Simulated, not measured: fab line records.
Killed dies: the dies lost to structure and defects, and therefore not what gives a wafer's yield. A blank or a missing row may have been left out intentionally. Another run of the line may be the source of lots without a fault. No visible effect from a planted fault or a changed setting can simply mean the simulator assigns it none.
Matching of chambers ; flow sky130 ; rie_diel-01 running SKY_VIA2_ETCH_15: 4 sister chambers
The step etches SiO2 in C4F8/O2/Ar, stops on TiN, target depth 546 nm, time 84 s. 7 wafers are shown with their chamber, then 7 later ones without.

== EACH WAFER AND ITS CHAMBER ==
wafer;chamber;bias_w (W);oes_product_au (a.u.)
L755.6;3;1205;0.937
L770.6;1;1194;0.945
L772.1;0;1198;0.934
L772.2;2;1202;0.939
L772.4;1;1202;0.943
L773.2;2;1206;0.939
L773.4;0;1196;0.940

== WAFERS MISSING THEIR CHAMBER ==
wafer;bias_w (W);oes_product_au (a.u.)
L773.6;1196;0.936
L774.4;1197;0.938
L774.5;1196;0.939
L774.6;1196;0.939
L776.3;1202;0.939
L776.4;1201;0.938
L776.5;1203;0.939

== CHAMBER TAKEN BY EACH ==
wafer;from the rows above;in truth
L773.6;can't be placed: 0 or 2 or 3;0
L774.4;can't be placed: 0 or 2 or 3 or 1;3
L774.5;can't be placed: 0 or 1 or 2 or 3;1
L774.6;can't be placed: 0 or 1 or 2 or 3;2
L776.3;can't be placed: 2 or 3 or 0 or 1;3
L776.4;can't be placed: 2 or 0 or 3 or 1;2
L776.5;can't be placed: 2 or 3 or 0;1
Correct placement for 0 of the 7. Cannot be placed on the basis of these rows: 7; the candidates contain the true chamber in 6. Number placed wrongly: 0.
How it was worked out, from the rows above alone: a wafer's distance from a chamber is the root of the sum, over the readings, of the square of ((its reading less the chamber's mean) divided by the reading's scatter). The wafer belongs to the nearest chamber; if the next one is less than 2 further off, it can't be placed. For every chamber, the mean is computed from those of its wafers that are shown. How the scatter is found: for the shown wafers, subtract from each reading the mean of its chamber, square and add these, divide the total by (wafers less chambers), then take the root.
